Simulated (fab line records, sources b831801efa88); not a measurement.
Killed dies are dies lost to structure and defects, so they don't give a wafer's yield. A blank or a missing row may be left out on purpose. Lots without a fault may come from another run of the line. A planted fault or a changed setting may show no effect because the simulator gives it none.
fab line records | flow gf180mcu
record lots=15 wafers=45 last_day=34
route steps=602 shown MVPSD@85 VT_IMPLANT@97
lots that met no fault: from a run of the same line without faults
start_h: hours from the record's first day to the start of the lot's first wafer shown | wait_h: hours since the lot's step before | " the same as in the row above | L1.1+2: a row that stands for several wafers | - no value, or no start given | * or withheld: withheld | < > ~ a bound
route shown NAME@n: a module of which the file shows steps, and the number in the route of the first | usual: mean/standard deviation of fault-free wafers | same: alike in all rows | chamber/n: place in a boat | sites: the reading at each site | _std_site: their standard deviation | _edge_site: outer sites' mean less inner sites' | radius_mm: how far each site lies from the wafer's centre | mask NAME#n: copy n | behind: the tool/chamber that last shaped the wafer | hold: why the lot was held/for how many hours/how that ended | device: the transistor (n, p or np) that didn't switch | end of line: the same wafers' tests at the end of the route | a step without rows: its recipe alone | killed: dies lost to structure and defects at the first sort, not the wafer's yield | map: a wafer's dies, x killed, . not, _ none there
set.NAME: the setting as run; set.NAME@STEP: as run at that earlier step | model.NAME: the simulator's own value behind a step, which no gauge read
steps of the route over a sample of lots; a table a step, a row a wafer
## steps
# step GF_MVPSD_OVL_MEAS_07
# usual MVPSD_OVL=0.1/1.3
# columns lot.wafer tool chamber start_h wait_h MVPSD_OVL[nm]
L488.2 overlay-02 - 96.41 - -2.3
L488.3 " - " " -2.4
L488.6 " - " " -2.1
L489.1 overlay-02 - 103.27 - 0.7
L489.4 " - " " 0.2
L489.5 " - " " -1.0
L490.1 overlay-02 - 108.99 - -0.6
L490.2 " - " " -0.5
L490.5 " - " " -0.6
L493.1 overlay-02 - 126.57 - 1.3
L493.3 " - " " 1.6
L493.6 " - " " 1.1
L494.1 overlay-02 - 130.37 - 0.2
L494.2 " - " " 0.3
L494.6 " - " " 0.4
L495.3 overlay-01 - 141.50 - -2.6
L495.4 " - " " -1.8
L495.5 " - " " -2.4
L496.1 overlay-02 - 143.99 - -1.3
L496.2 " - " " 0.2
L496.5 " - " " -0.2
L497.3 overlay-02 - 148.50 - 1.7
L497.4 " - " " 1.9
L497.5 " - " " 0.7
L502.2 overlay-02 - 179.73 - 1.5
L502.3 " - " " 1.2
L502.5 " - " " 2.4
L504.1 overlay-02 - 193.04 - 1.7
L504.5 " - " " 1.9
L504.6 " - " " 0.6
L507.1 overlay-02 - 211.04 - 1.2
L507.3 " - " " 1.2
L507.4 " - " " -0.2
L508.2 overlay-01 - 216.36 - 0.5
L508.3 " - " " 2.3
L508.5 " - " " 1.1
L509.2 overlay-01 - 219.56 - -0.9
L509.3 " - " " -2.1
L509.5 " - " " -3.0
L510.3 overlay-02 - 227.58 - -0.1
L510.4 " - " " 0.0
L510.6 " - " " 1.9
L511.2 overlay-02 - 236.11 - -0.6
L511.3 " - " " 0.5
L511.4 " - " " 0.1
# step GF_MVPSD_TW_MEAS_11
# usual MVPSD_TW=558/7.2
# columns lot.wafer tool chamber start_h wait_h MVPSD_TW
L488.2 film_metro-04 - 96.85 0.1 570
L488.3 " - " " 567
L488.6 " - " " 569
L489.1 film_metro-04 - 103.71 0.1 566
L489.4 " - " " 565
L489.5 " - " " 564
L490.1 film_metro-03 - 109.43 0.1 550
L490.2 " - " " 552
L490.5 " - " " 550
L493.1 film_metro-02 - 127.01 0.1 550
L493.3 " - " " 549
L493.6 " - " " 551
L494.1 film_metro-03 - 130.81 0.1 552
L494.2 " - " " 549
L494.6 " - " " 550
L495.3 film_metro-04 - 141.95 0.1 569
L495.4 " - " " 569
L495.5 " - " " 567
L496.1 film_metro-02 - 144.43 0.1 550
L496.2 " - " " 555
L496.5 " - " " 553
L497.3 film_metro-02 - 148.95 0.1 554
L497.4 " - " " 555
L497.5 " - " " 555
L502.2 film_metro-04 - 180.17 0.1 566
L502.3 " - " " 568
L502.5 " - " " 566
L504.1 film_metro-04 - 193.48 0.1 566
L504.5 " - " " 563
L504.6 " - " " 564
L507.1 film_metro-04 - 211.48 0.1 568
L507.3 " - " " 564
L507.4 " - " " 568
L508.2 film_metro-03 - 216.80 0.1 553
L508.3 " - " " 553
L508.5 " - " " 555
L509.2 film_metro-04 - 220.00 0.1 567
L509.3 " - " " 565
L509.5 " - " " 568
L510.3 film_metro-03 - 228.02 0.1 556
L510.4 " - " " 554
L510.6 " - " " 555
L511.2 film_metro-03 - 236.56 0.1 553
L511.3 " - " " 553
L511.4 " - " " 553
# step GF_VT_IMPLANT_OVL_MEAS_07
# usual VT_IMPLANT_OVL=-0.3/1.3
# columns lot.wafer tool chamber start_h wait_h VT_IMPLANT_OVL[nm]
L488.2 overlay-01 - 110.71 0.1 1.3
L488.3 " - " " -0.6
L488.6 " - " " -0.1
L489.1 overlay-02 - 117.36 0.1 -1.5
L489.4 " - " " 1.0
L489.5 " - " " -0.9
L490.1 overlay-02 - 122.94 0.1 -0.2
L490.2 " - " " -0.6
L490.5 " - " " 0.8
L493.1 overlay-01 - 141.86 0.1 0.5
L493.3 " - " " 0.4
L493.6 " - " " -0.3
L494.1 overlay-02 - 145.94 0.1 -1.1
L494.2 " - " " -2.2
L494.6 " - " " -1.0
L495.3 overlay-02 - 156.80 0.1 0.1
L495.4 " - " " -2.5
L495.5 " - " " -1.5
L496.1 overlay-01 - 160.04 0.1 -0.9
L496.2 " - " " -2.0
L496.5 " - " " -1.1
L497.3 overlay-02 - 164.05 0.1 -1.9
L497.4 " - " " -0.8
L497.5 " - " " -0.4
L502.2 overlay-02 - 197.15 0.1 1.6
L502.3 " - " " 1.2
L502.5 " - " " 0.5
L504.1 overlay-02 - 210.04 0.1 -2.4
L504.5 " - " " -1.4
L504.6 " - " " -1.7
L507.1 overlay-01 - 228.79 0.1 1.1
L507.3 " - " " 1.3
L507.4 " - " " -0.5
L508.2 overlay-01 - 234.66 0.1 -0.6
L508.3 " - " " -1.1
L508.5 " - " " -1.0
L509.2 overlay-02 - 238.26 0.1 -1.6
L509.3 " - " " -0.3
L509.5 " - " " -0.8
L510.3 overlay-02 - 246.75 0.1 0.2
L510.4 " - " " -2.9
L510.6 " - " " -0.4
L511.2 overlay-02 - 254.71 0.1 0.4
L511.3 " - " " 0.8
L511.4 " - " " -0.8
# step GF_VT_IMPLANT_DEVELOP_39
# recipe develop_time_s=60 dev_temp_c=23
# usual chill_plate_temp_C=23.00/0.11 develop_time_s=60/0
# columns lot.wafer tool chamber start_h wait_h chill_plate_temp_C develop_time_s
L488.2 litho_track-01 0 154.08 0.1 23.09 60
L488.3 " 0 " " 22.85 60
L488.6 " 0 " " 23.04 60
L489.1 litho_track-01 0 162.66 0.1 23.03 60
L489.4 " 0 " " 22.97 60
L489.5 " 0 " " 23.02 60
L490.1 litho_track-03 0 170.29 0.1 22.92 60
L490.2 " 0 " " 22.82 60
L490.5 " 0 " " 22.92 60
L493.1 litho_track-01 0 190.11 0.1 23.03 60
L493.3 " 0 " " 23.01 60
L493.6 " 0 " " 22.98 60
L494.1 litho_track-04 0 196.55 0.1 23.02 60
L494.2 " 0 " " 23.10 60
L494.6 " 0 " " 23.06 60
L495.3 litho_track-04 - 206.90 0.1 - -
L495.4 " - " " - -
L495.5 " - " " - -
L496.1 litho_track-01 - 209.96 0.1 - -
L496.2 " - " " - -
L496.5 " - " " - -
L497.3 litho_track-03 - 214.34 0.1 - -
L497.4 " - " " - -
L497.5 " - " " - -
L502.2 litho_track-03 0 249.47 0.1 22.94 60
L502.3 " 0 " " 22.97 60
L502.5 " 0 " " 23.06 60
L504.1 litho_track-03 0 264.89 0.1 23.08 60
L504.5 " 0 " " 23.01 60
L504.6 " 0 " " 22.93 60
L507.1 litho_track-01 0 286.05 0.1 22.90 60
L507.3 " 0 " " 22.80 60
L507.4 " 0 " " 23.03 60
L508.2 litho_track-03 0 292.46 0.1 22.92 60
L508.3 " 0 " " 22.94 60
L508.5 " 0 " " 22.98 60
L509.2 litho_track-04 0 295.48 0.1 23.12 60
L509.3 " 0 " " 23.28 60
L509.5 " 0 " " 23.10 60
L510.3 litho_track-01 0 305.20 0.1 22.94 60
L510.4 " 0 " " 22.96 60
L510.6 " 0 " " 22.78 60
L511.2 litho_track-04 0 313.93 0.1 23.13 60
L511.3 " 0 " " 22.98 60
L511.4 " 0 " " 23.22 60
## key
first_sign step=GF_VT_IMPLANT_DEVELOP_39 reading=tool_record direction=missing
effect none on later readings
met_at GF_VT_IMPLANT_DEVELOP_39
struck_lots L495,L496,L497
later_rows_left_out L495.3,L495.4,L495.5,L496.1,L496.2,L496.5,L497.3,L497.4,L497.5
sort_left_out L495.3,L495.4,L495.5,L496.1,L496.2,L496.5,L497.3,L497.4,L497.5
tester_left_out L495,L496,L497
not_acting_at GF_MVPSD_OVL_MEAS_07,GF_MVPSD_TW_MEAS_11,GF_VT_IMPLANT_OVL_MEAS_07
onset_between 196.55 206.90
fault kind=skipped_step_whole tool=litho_track-01,litho_track-03,litho_track-04 chamber=- onset_h=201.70 steps=GF_VT_IMPLANT_DEVELOP_39 scope=struck_lots_only
# tester_left_out: of these lots the tester's yield and bins aren't shown, on N5 and GAA mostly nor the transistor test; their killed dies are dies lost to structure and defects alone, not to doping, threshold or leakage, so they don't give the yield
# sort_left_out: the simulated sort isn't trusted on such a fault, so these wafers' sort isn't shown, and their yield isn't known
# later_rows_left_out: the simulator's readings of these wafers behind a module that went badly wrong aren't trusted and aren't shown, but for the sort
